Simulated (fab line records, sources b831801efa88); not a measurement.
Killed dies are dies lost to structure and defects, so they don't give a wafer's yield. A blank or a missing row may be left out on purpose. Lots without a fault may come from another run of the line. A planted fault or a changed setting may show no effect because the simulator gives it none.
A struck lot beside a sound one | flow sfq_line | 42 steps out of a route of 325
Sound: wafers L486.1, L486.2, L486.5. Struck: wafers L499.2, L499.4, L499.5. The cause comes at the end.
At each step with rows: each side's tool, then ch and its chambers, then its first start. Under that, the readings that differ: sound wafers | struck wafers | difference of the means | sigmas: that difference in standard deviations of wafers without a fault.
alike: readings whose means differ by less than 2 such deviations, and words and numbers that are the same on both sides. not compared: withheld readings, readings that some wafer has no value for, bounds like >300 that may hide the same value, and numbers for which the record gives no deviation and whose values overlap.
The two part at a step that has a row with sigmas, a row that says differs or no value, or rows on one side only. Numbers that don't overlap but have no deviation are shown without sigmas and don't part them. A reading that every wafer of one side lacks parts them only if that side has two wafers or more.

first, 6 steps without rows for these wafers: SFQ_TRILAYER_I1_VIA_LITHO_COAT_054 (resist thk 62 nm); SFQ_TRILAYER_I1_VIA_LITHO_COAT_049 (resist thk 650 nm); SFQ_TRILAYER_I1_VIA_LITHO_SOFTBAKE_053; SFQ_TRILAYER_I1_VIA_LITHO_EXPOSE_050 (exposes mask I1, target cd 500 nm); SFQ_TRILAYER_I1_VIA_LITHO_PEB_052 (peb time 60 s); SFQ_TRILAYER_I1_VIA_LITHO_DEVELOP_051 (time 60 s).
SFQ_I1_OVL_MEAS_913:
  sound on overlay-01, day 34 08:34; struck on overlay-01, day 39 07:16
  alike: I1_OVL
SFQ_TRILAYER_I1_VIA_BARC_OPEN_VIA_ETCH_071: etches BARC in O2, target depth 125 nm, time 41.7 s.
  sound on rie_diel-02 ch 1,2, day 34 08:36; struck on rie_diel-02 ch 0,1,3, day 39 07:18
  alike: drypump_motor_current_A, oes_product_au
  not compared: rf_hours_counter_h
SFQ_TRILAYER_I1_VIA_ETCH_VIA_ETCH_052: etches SiO2 in CHF3, stops on Nb, target depth 260 nm.
  sound on rie_diel-02 ch 1,2, day 34 08:38; struck on rie_diel-02 ch 0,1,3, day 39 07:20
  alike: drypump_motor_current_A, oes_product_au
then, 3 steps without rows for these wafers: SFQ_TRILAYER_I1_VIA_STRIP_STRIP_053 (strips in O2); SFQ_TRILAYER_I1_VIA_STRIP_SOLV_CLEAN_054 (cleans in NMP, time 600 s); SFQ_TRILAYER_M2_DEP_PRE_CLEAN_056 (time 22.5 s).
SFQ_TRILAYER_M2_DEP_SPUTTER_055: material Nb, target thk 200 nm, time 133.3 s.
  sound on pvd_sputter-03, day 34 09:34; struck on pvd_sputter-03, day 39 08:15
  reading                                             | sound                | struck               | difference | sigmas
  cathode_dc_power_W (W)                              | 1999.6 2000.0 2000.1 | 1922.5 1922.1 1922.1 | -77.7      | -99 or more
  model.Nb_of_TRILAYER_M2_DEP_SPUTTER_055.thk_nm (nm) | 199.8 203.5 202.4    | 191.9 191.3 191.8    | -10.2      |
  alike: chamber_pressure_pa, throttle_valve_pct
SFQ_M2_RS_MEAS_914: measures by four-point-probe.
  sound on film_metro-01, day 34 09:39; struck on film_metro-01, day 39 08:22
  reading           | sound             | struck            | difference | sigmas
  M2_NB_RS (ohm/sq) | 0.891 0.875 0.878 | 0.926 0.930 0.929 | +0.047     | +6
then, 6 steps without rows for these wafers: SFQ_TRILAYER_M2_LITHO_COAT_062 (resist thk 62 nm); SFQ_TRILAYER_M2_LITHO_COAT_057 (resist thk 600 nm); SFQ_TRILAYER_M2_LITHO_SOFTBAKE_061; SFQ_TRILAYER_M2_LITHO_EXPOSE_058 (exposes mask M2, target cd 500 nm); SFQ_TRILAYER_M2_LITHO_PEB_060 (peb time 60 s); SFQ_TRILAYER_M2_LITHO_DEVELOP_059 (time 60 s).
-- the record jumps here: 6 days lie between the struck wafers' starts before and after --
SFQ_M2_OVL_MEAS_916:
  sound on overlay-01, day 40 02:04; struck on overlay-01, day 45 01:05
  alike: M2_OVL
then, 1 step without rows for these wafers: SFQ_TRILAYER_M2_BARC_OPEN_METAL_ETCH_077 (etches BARC in O2, target depth 125 nm, time 41.7 s).
SFQ_TRILAYER_M2_ETCH_METAL_ETCH_060: etches Nb in Cl2/Ar, stops on SiO2, target depth 240 nm, time 120 s.
  sound on rie_metal-03 ch 0,1, day 40 02:10; struck on rie_metal-02 ch 1, day 45 01:10
  reading                        | sound             | struck            | difference | sigmas
  oes_product_au (a.u.)          | 0.892 0.908 0.900 | 0.878 0.867 0.876 | -0.026     | -4
  model.etch.depth_nm (nm)       | 199.8 203.5 202.4 | 191.9 191.3 191.8 | -10.2      |
  model.M2.feature_depth_nm (nm) | 199.8 203.5 202.4 | 191.9 191.3 191.8 | -10.2      |
  alike: drypump_motor_current_A
  not compared: rf_hours_counter_h
then, 3 steps without rows for these wafers: SFQ_TRILAYER_M2_STRIP_STRIP_061 (strips in O2); SFQ_TRILAYER_M2_STRIP_SOLV_CLEAN_062 (cleans in NMP, time 600 s); SFQ_TRILAYER_I2_DEP_PECVD_063 (deposits SiO2 from SiH4/N2O, time 111.11 s, target thk 500 nm).
SFQ_TRILAYER_I2_CMP_CMP_064: polishes SiO2.
  sound on cmp-02 ch 1,3, day 40 03:09; struck on cmp-02 ch 0,1,2, day 45 05:50
  alike: edge_zone_pressure_frac, motor_current_A, slurry_filter_dp_kPa, time_to_endpoint_s
SFQ_I2_BOW_MEAS_917:
  sound on film_metro-04, day 40 06:09; struck on film_metro-02, day 45 08:51
  alike: I2_BOW
SFQ_TRILAYER_I2_METRO_MEASURE_065:
  sound on film_metro-04, day 40 06:16; struck on film_metro-02, day 45 09:09
  alike: thk_nm
then, 6 steps without rows for these wafers: SFQ_TRILAYER_I2_VIA_LITHO_COAT_072 (resist thk 62 nm); SFQ_TRILAYER_I2_VIA_LITHO_COAT_067 (resist thk 650 nm); SFQ_TRILAYER_I2_VIA_LITHO_SOFTBAKE_071; SFQ_TRILAYER_I2_VIA_LITHO_EXPOSE_068 (exposes mask I2, target cd 500 nm); SFQ_TRILAYER_I2_VIA_LITHO_PEB_070 (peb time 60 s); SFQ_TRILAYER_I2_VIA_LITHO_DEVELOP_069 (time 60 s).
-- the record jumps here: 6 days lie between the struck wafers' starts before and after --
SFQ_I2_OVL_MEAS_918:
  sound on overlay-01, day 45 23:52; struck on overlay-01, day 51 06:02
  alike: I2_OVL
then, 2 steps without rows for these wafers: SFQ_TRILAYER_I2_VIA_BARC_OPEN_VIA_ETCH_096 (etches BARC in O2, target depth 125 nm, time 40.49 s); SFQ_TRILAYER_I2_VIA_ETCH_VIA_ETCH_070 (etches SiO2 in CHF3, stops on Nb, target depth 260 nm).
SFQ_TRILAYER_I2_VIA_STRIP_STRIP_071: strips in O2.
  sound on rie_metal-02 ch 0,1, day 46 00:04; struck on rie_metal-03 ch 0,1, day 51 06:13
  alike: drypump_motor_current_A, oes_product_au, platen_temp_c
  not compared: rf_hours_counter_h
then, 2 steps without rows for these wafers: SFQ_TRILAYER_I2_VIA_STRIP_SOLV_CLEAN_072 (cleans in NMP, time 600 s); SFQ_TRILAYER_M3_DEP_PRE_CLEAN_074 (time 22.5 s).
-- the record jumps here: 43 days lie between the struck wafers' starts before and after --
SFQ_M8_BOW_MEAS_951:
  sound on film_metro-03, day 88 17:58; struck on film_metro-03, day 94 16:58
  reading                 | sound               | struck               | difference | sigmas
  model.etest.m2.ohm_um   | 1.784 1.748 1.763   | 1.851 1.854 1.851    | +0.087     |
  model.etest.i1.link_ohm | 1.964 1.95 1.952    | 2.009 2.027 2.022    | +0.064     |
  model.etest.m2.ohm_sq   | 0.891 0.8749 0.8795 | 0.9279 0.9307 0.9282 | +0.0471    |
  model.etest.i2.link_ohm | 1.973 1.948 1.951   | 2.005 2.009 1.999    | +0.047     |
  alike: M8_BOW

WHERE THEY PART
First at SFQ_TRILAYER_M2_DEP_SPUTTER_055; last, within this record, at SFQ_TRILAYER_M2_ETCH_METAL_ETCH_060. Later steps at which nothing parts them and some readings are alike: SFQ_TRILAYER_I2_CMP_CMP_064, SFQ_I2_BOW_MEAS_917, SFQ_TRILAYER_I2_METRO_MEASURE_065, SFQ_I2_OVL_MEAS_918, SFQ_TRILAYER_I2_VIA_STRIP_STRIP_071, SFQ_M8_BOW_MEAS_951.

WHY: what the simulator had put in
Process parameter drift: pvd_sputter-03, from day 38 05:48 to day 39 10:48, at SFQ_TRILAYER_M2_DEP_SPUTTER_055. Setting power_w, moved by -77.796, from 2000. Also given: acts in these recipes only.
